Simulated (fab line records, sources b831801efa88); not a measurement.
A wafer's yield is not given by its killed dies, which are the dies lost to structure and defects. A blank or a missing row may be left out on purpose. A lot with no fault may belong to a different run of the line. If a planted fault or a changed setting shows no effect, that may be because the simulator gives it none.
Matching of chambers / flow sky130 / SKY_FIELD_ISO_ETCH_17 on rie-si-01: 4 sister chambers
The step etches Si in HBr/Cl2/O2, target depth 342 nm, time 97.7 s. 8 wafers are shown with their chamber, then 8 later ones without.

== WAFERS PAIRED WITH THEIR CHAMBERS ==
wafer=L735.4; chamber=0; drypump-motor-current-A (A)=5.4; oes-product-au (a.u.)=0.999
wafer=L738.6; chamber=1; drypump-motor-current-A (A)=5.0; oes-product-au (a.u.)=1.002
wafer=L743.2; chamber=0; drypump-motor-current-A (A)=5.4; oes-product-au (a.u.)=1.000
wafer=L743.4; chamber=2; drypump-motor-current-A (A)=5.8; oes-product-au (a.u.)=0.998
wafer=L749.3; chamber=2; drypump-motor-current-A (A)=5.7; oes-product-au (a.u.)=0.998
wafer=L749.4; chamber=3; drypump-motor-current-A (A)=6.1; oes-product-au (a.u.)=1.020
wafer=L749.6; chamber=1; drypump-motor-current-A (A)=5.0; oes-product-au (a.u.)=1.007
wafer=L751.1; chamber=3; drypump-motor-current-A (A)=6.1; oes-product-au (a.u.)=1.001

== WAFERS WHOSE CHAMBER IS MISSING ==
wafer=L751.2; drypump-motor-current-A (A)=5.0; oes-product-au (a.u.)=1.005
wafer=L751.3; drypump-motor-current-A (A)=5.4; oes-product-au (a.u.)=1.005
wafer=L753.1; drypump-motor-current-A (A)=5.8; oes-product-au (a.u.)=1.006
wafer=L753.3; drypump-motor-current-A (A)=6.1; oes-product-au (a.u.)=1.011
wafer=L753.4; drypump-motor-current-A (A)=5.0; oes-product-au (a.u.)=1.010
wafer=L754.1; drypump-motor-current-A (A)=5.4; oes-product-au (a.u.)=1.011
wafer=L754.2; drypump-motor-current-A (A)=5.8; oes-product-au (a.u.)=0.999
wafer=L754.4; drypump-motor-current-A (A)=4.9; oes-product-au (a.u.)=1.001

== WHICH CHAMBER EACH ONE RAN IN ==
wafer=L751.2; from the rows above=1; in truth=1
wafer=L751.3; from the rows above=0; in truth=0
wafer=L753.1; from the rows above=2; in truth=2
wafer=L753.3; from the rows above=3; in truth=3
wafer=L753.4; from the rows above=1; in truth=1
wafer=L754.1; from the rows above=0; in truth=0
wafer=L754.2; from the rows above=2; in truth=2
wafer=L754.4; from the rows above=1; in truth=1
Correctly placed: 8 of 8. Number that these rows cannot place: 0. Wrongly placed: 0.
How it was worked out, from the rows above alone: a wafer's distance from a chamber is the root of the sum, over the readings, of the square of ((its reading less the chamber's mean) divided by the reading's scatter). If the next closest chamber is less than 2 further off than the closest, the wafer can't be placed; otherwise it belongs to the closest. Each chamber's mean is taken over the wafers shown for it. The scatter is the square root of a quotient: the sum, over the shown wafers, of each reading's squared deviation from its chamber's mean, divided by wafers minus chambers.
